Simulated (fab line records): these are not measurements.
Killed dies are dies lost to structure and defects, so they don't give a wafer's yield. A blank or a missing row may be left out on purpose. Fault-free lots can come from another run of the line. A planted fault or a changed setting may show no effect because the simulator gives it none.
Which tool is to blame? / flow sky130 / 10 lots with 30 wafers sampled at 4 steps, on a route of 708 steps

== WHAT THE GAUGES SHOWED, per wafer ==
SKY_SD_N_RS_MEAS_16: a four-point-probe measurement.
lot=L647; measured=day 28 15:39; on=film-metro-02; SD_N_RS (ohm/sq)=68.32 68.51 68.44
lot=L649; measured=day 29 23:11; on=film-metro-01; SD_N_RS (ohm/sq)=68.44 68.60 68.39
lot=L651; measured=day 30 04:18; on=film-metro-02; SD_N_RS (ohm/sq)=68.41 68.54 68.41
lot=L652; measured=day 30 08:12; on=film-metro-01; SD_N_RS (ohm/sq)=68.51 68.50 68.55
lot=L653; measured=day 31 09:58; on=film-metro-04; SD_N_RS (ohm/sq)=71.02 71.10 70.98
lot=L654; measured=day 31 15:30; on=film-metro-01; SD_N_RS (ohm/sq)=71.11 71.20 71.22
lot=L662; measured=day 33 10:46; on=film-metro-01; SD_N_RS (ohm/sq)=68.45 68.67 68.50
lot=L665; measured=day 34 16:43; on=film-metro-02; SD_N_RS (ohm/sq)=68.47 68.58 68.55
lot=L666; measured=day 34 19:13; on=film-metro-02; SD_N_RS (ohm/sq)=68.53 68.37 68.60
lot=L667; measured=day 35 01:06; on=film-metro-04; SD_N_RS (ohm/sq)=68.38 68.41 68.44

== WHICH TOOL RAN EACH LOT (tool, then ch and the chambers of the sampled wafers, then the start) ==
lot=L647; SKY_POLY_CUT_STRIP_12=plasma-asher-03 ch 0,1, day 25 03:12; SKY_SD_N_STRIP_11=plasma-asher-04 ch 0,1, day 28 15:16; SKY_SD_N_RTA_14=rtp-anneal-02 ch 0, day 28 15:29
lot=L649; SKY_POLY_CUT_STRIP_12=plasma-asher-03 ch 0,1, day 26 10:27; SKY_SD_N_STRIP_11=plasma-asher-02 ch 0,1, day 29 22:47; SKY_SD_N_RTA_14=rtp-anneal-01 ch 0, day 29 23:00
lot=L651; SKY_POLY_CUT_STRIP_12=plasma-asher-02 ch 0,1, day 26 15:18; SKY_SD_N_STRIP_11=plasma-asher-04 ch 0,1, day 30 03:55; SKY_SD_N_RTA_14=rtp-anneal-02 ch 0, day 30 04:07
lot=L652; SKY_POLY_CUT_STRIP_12=plasma-asher-04 ch 0,1, day 26 20:27; SKY_SD_N_STRIP_11=plasma-asher-01 ch 0,1, day 30 07:49; SKY_SD_N_RTA_14=rtp-anneal-01 ch 0, day 30 08:02
lot=L653; SKY_POLY_CUT_STRIP_12=plasma-asher-02 ch 0,1, day 27 21:01; SKY_SD_N_STRIP_11=plasma-asher-04 ch 0,1, day 31 09:35; SKY_SD_N_RTA_14=rtp-anneal-02 ch 0, day 31 09:48
lot=L654; SKY_POLY_CUT_STRIP_12=plasma-asher-03 ch 0,1, day 28 05:13; SKY_SD_N_STRIP_11=plasma-asher-04 ch 0,1, day 31 15:07; SKY_SD_N_RTA_14=rtp-anneal-02 ch 0, day 31 15:19
lot=L662; SKY_POLY_CUT_STRIP_12=plasma-asher-02 ch 0,1, day 30 02:27; SKY_SD_N_STRIP_11=plasma-asher-04 ch 0,1, day 33 10:22; SKY_SD_N_RTA_14=rtp-anneal-01 ch 0, day 33 10:35
lot=L665; SKY_POLY_CUT_STRIP_12=plasma-asher-02 ch 0,1, day 31 08:04; SKY_SD_N_STRIP_11=plasma-asher-01 ch 0,1, day 34 16:20; SKY_SD_N_RTA_14=rtp-anneal-02 ch 0, day 34 16:33
lot=L666; SKY_POLY_CUT_STRIP_12=plasma-asher-03 ch 0,1, day 31 10:40; SKY_SD_N_STRIP_11=plasma-asher-02 ch 0,1, day 34 18:50; SKY_SD_N_RTA_14=rtp-anneal-01 ch 0, day 34 19:03
lot=L667; SKY_POLY_CUT_STRIP_12=plasma-asher-04 ch 0,1, day 31 16:36; SKY_SD_N_STRIP_11=plasma-asher-01 ch 0,1, day 35 00:41; SKY_SD_N_RTA_14=rtp-anneal-02 ch 0, day 35 00:55
- SKY_POLY_CUT_STRIP_12: strips in O2/N2.
- SKY_SD_N_STRIP_11: strips in O2/N2.
- SKY_SD_N_RTA_14: time 2 s.

== THE ANSWER, worked out from the rows above alone ==
Rule: the lots themselves supply what counts as usual. The widest of any qualifying gaps counts: lots, ordered by their means at a reading, are off when they make up no more than a third of the lots, leave a main group of 4 or more, and stand apart from it by 3 or more times the standard deviation of that group's means. A main group whose means are all the same, to the digits that the tables above print for the reading, isn't used. Also off: a lot with no number at a reading for which 4 or more lots have one. Any other lot the step has rows for is counted as sound.
Off: L653, L654, seen at SKY_SD_N_RS_MEAS_16 (SD_N_RS). For the main group the mean is 68.48 ohm/sq and the standard deviation 0.046.
A tool fits if, at a process step before that reading, it ran every lot that is off, and no sound lot after the first of them. The gauges at SKY_SD_N_RS_MEAS_16 are tried like those tools. Of those tried, none fits.

== WHAT THE SIMULATOR HAD INSERTED ==
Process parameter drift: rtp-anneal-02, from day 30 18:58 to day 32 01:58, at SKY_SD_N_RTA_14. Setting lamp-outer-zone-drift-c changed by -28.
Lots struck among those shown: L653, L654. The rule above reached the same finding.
